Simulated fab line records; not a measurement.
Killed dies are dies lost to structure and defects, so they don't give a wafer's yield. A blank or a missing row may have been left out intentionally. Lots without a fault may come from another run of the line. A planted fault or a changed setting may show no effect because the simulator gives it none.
fab line records | flow gf180mcu
record lots=5 | wafers=14 | last-day=34
route steps=602 shown V4@498 MIM@503
lots that met no fault: taken from a fault-free run of the same line
start-h: the number of hours between the record's first day and the start of the first shown wafer of the lot | wait-h: hours since the lot's step before | " repeats the value in the row above | L1.1+2: one row covering several wafers at once | - no value, or no start was given | * or withheld: withheld | < > ~ a bound
route shown NAME@n: names a module that has steps shown in the file, with the first one's number in the route | usual: mean and standard deviation over wafers with no fault | same: alike in all rows | chamber/n: place in a boat | sites: per-site readings | _std_site: how widely they spread, as a standard deviation | _edge_site: outer sites' mean less inner sites' | radius-mm: how far each site lies from the wafer's centre | mask NAME#n: copy n | behind: the most recent tool/chamber to have shaped the wafer | hold: what put the lot on hold/how long, in hours/how the hold closed | device: names the non-switching transistor (n, p or np) | end of line: tests of these same wafers at the route's end | a step without rows: its recipe alone | killed: not the wafer's yield, but the dies lost to structure and defects at the first sort | map: dies across one wafer; x = killed, . = not, _ = none there
set.NAME: the run value of the setting; set.NAME@STEP: its run value at that earlier step | model.NAME: the simulator's own value behind a step, which no gauge read
certain route steps with their lots: each step a table, each wafer a row
services: when a tool's chamber went out of use (start-h, in hours from the record's first day, below 0 if earlier), for how many hours, and the reason
## steps
# step GF_V4_SPUTTER_22
# recipe material=TiN | target-thk-nm=10 | chamber-pressure-pa=5 | power-w=4000 | time-s=40
# usual cathode-dc-power-W=4000.1/0.72 | throttle-valve-pct=30.0/0.83
lot.wafer | tool           | chamber | start-h | wait-h | cathode-dc-power-W | throttle-valve-pct
L385.3    | pvd-sputter-01 | -       | 569.72  | 0.0    | 3998.8             | 28.5
L385.4    | "              | -       | "       | "      | 3998.7             | 29.7
L385.5    | "              | -       | "       | "      | 3999.5             | 30.7
L387.2    | pvd-sputter-01 | -       | 586.09  | 0.0    | 4000.6             | 29.7
L387.4    | "              | -       | "       | "      | 4000.1             | 29.5
L387.5    | "              | -       | "       | "      | 4000.4             | 30.8
L396.1    | pvd-sputter-01 | -       | 646.80  | 0.0    | 4000.3             | 31.2
L396.3    | "              | -       | "       | "      | 4001.5             | 30.0
L405.2    | pvd-sputter-01 | -       | 720.24  | 0.0    | 3999.9             | 28.8
L405.3    | "              | -       | "       | "      | 3999.3             | 29.4
L405.6    | "              | -       | "       | "      | 4000.6             | 29.9
L407.2    | pvd-sputter-02 | -       | 730.19  | 0.0    | 4001.1             | 30.8
L407.3    | "              | -       | "       | "      | 4000.4             | 31.1
L407.6    | "              | -       | "       | "      | 4000.1             | 28.7
# step GF_V4_CVD_23
# recipe material=W | target-thk-nm=350 | time-s=104.9 | temp-c=400 | pressure-torr=40
# step GF_V4_RS_MEAS_24
# recipe thk-meas-gauge=four-point-probe | reads=W_of_V4_CVD_23+TiN_of_V4_SPUTTER_22+Ti_of_V4_SPUTTER_21
# usual V4_W_RS=0.333/0.0048
lot.wafer | tool          | chamber | start-h | wait-h | V4_W_RS[ohm/sq]
L385.3    | film-metro-02 | -       | 569.91  | 0.1    | 0.331
L385.4    | "             | -       | "       | "      | 0.336
L385.5    | "             | -       | "       | "      | 0.336
L387.2    | film-metro-04 | -       | 586.29  | 0.1    | 0.338
L387.4    | "             | -       | "       | "      | 0.337
L387.5    | "             | -       | "       | "      | 0.335
L396.1    | film-metro-02 | -       | 646.95  | 0.1    | 0.327
L396.3    | "             | -       | "       | "      | 0.327
L405.2    | film-metro-03 | -       | 720.41  | 0.1    | 0.330
L405.3    | "             | -       | "       | "      | 0.336
L405.6    | "             | -       | "       | "      | 0.330
L407.2    | film-metro-02 | -       | 730.36  | 0.1    | 0.332
L407.3    | "             | -       | "       | "      | 0.333
L407.6    | "             | -       | "       | "      | 0.330
# step GF_V4_THK_MEAS_25
# recipe thk-meas-gauge=xrf | reads=W_of_V4_CVD_23
# usual V4_W_THK=339/4.9
lot.wafer | tool          | chamber | start-h | wait-h | V4_W_THK[nm]
L385.3    | film-metro-02 | -       | 570.01  | 0.1    | 340
L385.4    | "             | -       | "       | "      | 336
L385.5    | "             | -       | "       | "      | 332
L387.2    | film-metro-04 | -       | 586.40  | 0.1    | 342
L387.4    | "             | -       | "       | "      | 342
L387.5    | "             | -       | "       | "      | 344
L396.1    | film-metro-02 | -       | 647.07  | 0.1    | 341
L396.3    | "             | -       | "       | "      | 341
L405.2    | film-metro-03 | -       | 720.52  | 0.1    | 342
L405.3    | "             | -       | "       | "      | 336
L405.6    | "             | -       | "       | "      | 342
L407.2    | film-metro-02 | -       | 730.47  | 0.1    | 340
L407.3    | "             | -       | "       | "      | 338
L407.6    | "             | -       | "       | "      | 341
# step GF_V4_CMP_26
# recipe stop-on=SiO2 | down-force-psi=3.5 | platen-rpm=60 | t-overpolish-s=15 | target-thk-nm=0 | pad-velocity-m-s=0.94248
# step GF_MIM_SPUTTER_00
# recipe material=Ti | target-thk-nm=37.5 | arriving-ion-energy-ev=80 | substrate-temp-c=200 | chamber-pressure-pa=2 | power-w=4000 | time-s=150
# step GF_MIM_SPUTTER_01
# recipe material=TiN | target-thk-nm=30 | power-w=6500 | time-s=25 | chamber-pressure-pa=0.4
# usual cathode-dc-power-W=6500.2/1.2 | throttle-valve-pct=30.1/1.1
lot.wafer | tool           | chamber | start-h | wait-h | cathode-dc-power-W | throttle-valve-pct
L385.3    | pvd-sputter-03 | -       | 570.45  | 0.1    | 6501.4             | 28.3
L385.4    | "              | -       | "       | "      | 6500.3             | 28.7
L385.5    | "              | -       | "       | "      | 6499.6             | 32.1
L387.2    | pvd-sputter-04 | -       | 586.85  | 0.1    | 6500.6             | 28.7
L387.4    | "              | -       | "       | "      | 6500.1             | 30.1
L387.5    | "              | -       | "       | "      | 6499.9             | 28.9
L396.1    | pvd-sputter-02 | -       | 647.53  | 0.1    | 6501.8             | 30.7
L396.3    | "              | -       | "       | "      | 6498.6             | 31.0
L405.2    | pvd-sputter-02 | -       | 720.97  | 0.1    | 6499.8             | 29.0
L405.3    | "              | -       | "       | "      | 6498.1             | 30.7
L405.6    | "              | -       | "       | "      | 6498.7             | 31.2
L407.2    | pvd-sputter-02 | -       | 730.92  | 0.1    | 6500.5             | 28.8
L407.3    | "              | -       | "       | "      | 6499.4             | 30.6
L407.6    | "              | -       | "       | "      | 6500.0             | 30.6
# step GF_MIM_SPUTTER_02
# recipe material=AlCu | target-thk-nm=450 | power-w=10600 | time-s=23.9 | chamber-pressure-pa=0.4
# usual cathode-dc-power-W=10600/1.8 | throttle-valve-pct=30.1/1.1
lot.wafer | tool           | chamber | start-h | wait-h | cathode-dc-power-W | throttle-valve-pct
L385.3    | pvd-sputter-03 | -       | 570.48  | 0.0    | 10596              | 28.8
L385.4    | "              | -       | "       | "      | 10600              | 28.7
L385.5    | "              | -       | "       | "      | 10598              | 32.0
L387.2    | pvd-sputter-04 | -       | 586.88  | 0.0    | 10600              | 28.8
L387.4    | "              | -       | "       | "      | 10599              | 30.6
L387.5    | "              | -       | "       | "      | 10598              | 28.8
L396.1    | pvd-sputter-02 | -       | 647.56  | 0.0    | 10600              | 30.5
L396.3    | "              | -       | "       | "      | 10600              | 30.7
L405.2    | pvd-sputter-02 | -       | 721.00  | 0.0    | 10601              | 28.9
L405.3    | "              | -       | "       | "      | 10600              | 30.7
L405.6    | "              | -       | "       | "      | 10601              | 30.9
L407.2    | pvd-sputter-02 | -       | 730.95  | 0.0    | 10600              | 29.0
L407.3    | "              | -       | "       | "      | 10601              | 30.8
L407.6    | "              | -       | "       | "      | 10598              | 30.5
# step GF_MIM_SPUTTER_03
# recipe material=Ti | target-thk-nm=10 | substrate-temp-c=300 | chamber-pressure-pa=0.3 | power-w=3000 | time-s=6.7
# step GF_MIM_SPUTTER_04
# recipe material=TiN | target-thk-nm=50 | power-w=6500 | time-s=41.7 | chamber-pressure-pa=0.4
# step GF_MIM_CVD_05
# recipe material=Si3N4 | target-thk-nm=42 | temp-max-c=400 | temp-c=385 | time-s=29.086 | rf-w=450
# usual heater-power-w=625/55 | rf-fwd-power-W=444.1/2.2
lot.wafer | tool     | chamber | start-h | wait-h | heater-power-w | rf-fwd-power-W
L385.3    | pecvd-04 | 2       | 570.57  | 0.0    | 609            | 441.4
L385.4    | "        | 1       | "       | "      | 650            | 445.3
L385.5    | "        | 2       | "       | "      | 601            | 443.6
L387.2    | pecvd-03 | 2       | 586.97  | 0.0    | 693            | 444.8
L387.4    | "        | 2       | "       | "      | 693            | 444.6
L387.5    | "        | 0       | "       | "      | 668            | 438.3
L396.1    | pecvd-04 | 2       | 647.65  | 0.0    | 615            | 440.2
L396.3    | "        | 0       | "       | "      | 607            | 444.0
L405.2    | pecvd-04 | 0       | 721.09  | 0.0    | 703            | 445.4
L405.3    | "        | 1       | "       | "      | 620            | 443.9
L405.6    | "        | 1       | "       | "      | 640            | 443.6
L407.2    | pecvd-04 | 2       | 731.04  | 0.0    | 497            | 439.6
L407.3    | "        | 0       | "       | "      | 715            | 441.5
L407.6    | "        | 2       | "       | "      | 501            | 442.9
# step GF_MIM_THK_MEAS_06
# recipe reads=Si3N4_of_MIM_CVD_05
# usual MIM_CVD_05_THK=41.8/0.66
lot.wafer | tool          | chamber | start-h | wait-h | MIM_CVD_05_THK[nm]
L385.3    | film-metro-01 | -       | 570.62  | 0.0    | 41.3
L385.4    | "             | -       | "       | "      | 43.1
L385.5    | "             | -       | "       | "      | 42.1
L387.2    | film-metro-01 | -       | 587.01  | 0.0    | 42.0
L387.4    | "             | -       | "       | "      | 42.6
L387.5    | "             | -       | "       | "      | 42.7
L396.1    | film-metro-01 | -       | 647.69  | 0.0    | 41.3
L396.3    | "             | -       | "       | "      | 41.5
L405.2    | film-metro-02 | -       | 721.14  | 0.0    | 40.7
L405.3    | "             | -       | "       | "      | 41.9
L405.6    | "             | -       | "       | "      | 42.9
L407.2    | film-metro-02 | -       | 731.09  | 0.0    | 41.2
L407.3    | "             | -       | "       | "      | 41.1
L407.6    | "             | -       | "       | "      | 41.7
# step GF_MIM_SPUTTER_07
# recipe material=TiN | target-thk-nm=60 | power-w=6500 | time-s=50 | chamber-pressure-pa=0.4
# usual cathode-dc-power-W=6499.9/1.3 | throttle-valve-pct=30.0/0.96
lot.wafer | tool           | chamber | start-h | wait-h | cathode-dc-power-W | throttle-valve-pct | model.TiN_of_MIM_SPUTTER_07.thk-nm
L385.3    | pvd-sputter-04 | -       | 570.66  | 0.0    | 6500.5             | 30.4               | 59.44
L385.4    | "              | -       | "       | "      | 6499.0             | 29.6               | 59.96
L385.5    | "              | -       | "       | "      | 6500.1             | 30.2               | 59.29
L387.2    | pvd-sputter-03 | -       | 587.06  | 0.0    | 6498.3             | 28.9               | 59.73
L387.4    | "              | -       | "       | "      | 6500.0             | 31.8               | 59.87
L387.5    | "              | -       | "       | "      | 6501.6             | 28.6               | 60.15
L396.1    | pvd-sputter-04 | -       | 647.75  | 0.1    | 6500.2             | 28.7               | 69.47
L396.3    | "              | -       | "       | "      | 6500.1             | 30.3               | 68.18
L405.2    | pvd-sputter-03 | -       | 721.19  | 0.0    | 6501.5             | 28.6               | 59.77
L405.3    | "              | -       | "       | "      | 6500.3             | 30.8               | 59.56
L405.6    | "              | -       | "       | "      | 6499.6             | 28.5               | 59.89
L407.2    | pvd-sputter-04 | -       | 731.14  | 0.0    | 6498.2             | 30.5               | 60.5
L407.3    | "              | -       | "       | "      | 6499.0             | 30.5               | 60.23
L407.6    | "              | -       | "       | "      | 6503.0             | 30.5               | 60.8
# step GF_MIM_SPUTTER_08
# recipe material=AlCu | target-thk-nm=200 | power-w=10600 | time-s=10.6 | chamber-pressure-pa=0.4
# usual cathode-dc-power-W=10600/2 | throttle-valve-pct=30.0/0.98
lot.wafer | tool           | chamber | start-h | wait-h | cathode-dc-power-W | throttle-valve-pct
L385.3    | pvd-sputter-04 | -       | 570.71  | 0.0    | 10599              | 30.3
L385.4    | "              | -       | "       | "      | 10599              | 29.7
L385.5    | "              | -       | "       | "      | 10599              | 30.3
L387.2    | pvd-sputter-03 | -       | 587.11  | 0.0    | 10600              | 28.6
L387.4    | "              | -       | "       | "      | 10601              | 32.0
L387.5    | "              | -       | "       | "      | 10601              | 29.2
L396.1    | pvd-sputter-04 | -       | 647.79  | 0.0    | 10597              | 29.0
L396.3    | "              | -       | "       | "      | 10603              | 30.5
L405.2    | pvd-sputter-03 | -       | 721.23  | 0.0    | 10598              | 28.6
L405.3    | "              | -       | "       | "      | 10602              | 30.7
L405.6    | "              | -       | "       | "      | 10597              | 28.6
L407.2    | pvd-sputter-04 | -       | 731.18  | 0.0    | 10598              | 30.2
L407.3    | "              | -       | "       | "      | 10602              | 30.6
L407.6    | "              | -       | "       | "      | 10599              | 30.4
## services
tool           | chamber | start-h | hours | kind
pvd-sputter-03 | 0       | 561.18  | -     | consumable-replace:kit
pvd-sputter-03 | 0       | 561.18  | 18.0  | scheduled-down
pvd-sputter-03 | 0       | 561.18  | 18.0  | vent-cycle
pvd-sputter-03 | -       | 588.24  | 3.9   | repair
pvd-sputter-04 | -       | 592.31  | 1.6   | repair
pvd-sputter-03 | 3       | 676.00  | -     | consumable-replace:kit
pvd-sputter-03 | 3       | 676.00  | 18.0  | scheduled-down
pvd-sputter-03 | 3       | 676.00  | 18.0  | vent-cycle
pvd-sputter-02 | 2       | 690.70  | -     | consumable-replace:kit
pvd-sputter-02 | 2       | 690.70  | 18.0  | scheduled-down
pvd-sputter-02 | 2       | 690.70  | 18.0  | vent-cycle
pvd-sputter-04 | -       | 705.50  | 5.8   | repair
pvd-sputter-02 | -       | 707.87  | 1.2   | repair
pvd-sputter-01 | 3       | 725.38  | -     | consumable-replace:kit
pvd-sputter-01 | 3       | 725.38  | 18.0  | scheduled-down
pvd-sputter-01 | 3       | 725.38  | 18.0  | vent-cycle
## key
first-sign none at tools or gauges
model-effect step=GF_MIM_SPUTTER_07 | value=TiN_of_MIM_SPUTTER_07.thk-nm | without=59.93 | struck=68.83
met-at GF_MIM_SPUTTER_07
struck-wafers L396.1,L396.3
onset-between 570.66 647.75
fault kind=process-parameter-drift | tool=pvd-sputter-04 | chamber=- | onset-h=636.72 | steps=GF_MIM_SPUTTER_07 | channel=target-thk-nm | offset=8.9001 | shape=step | end-h=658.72 | scope=struck-wafers-only | acts-in=these-recipes-only | stated=60
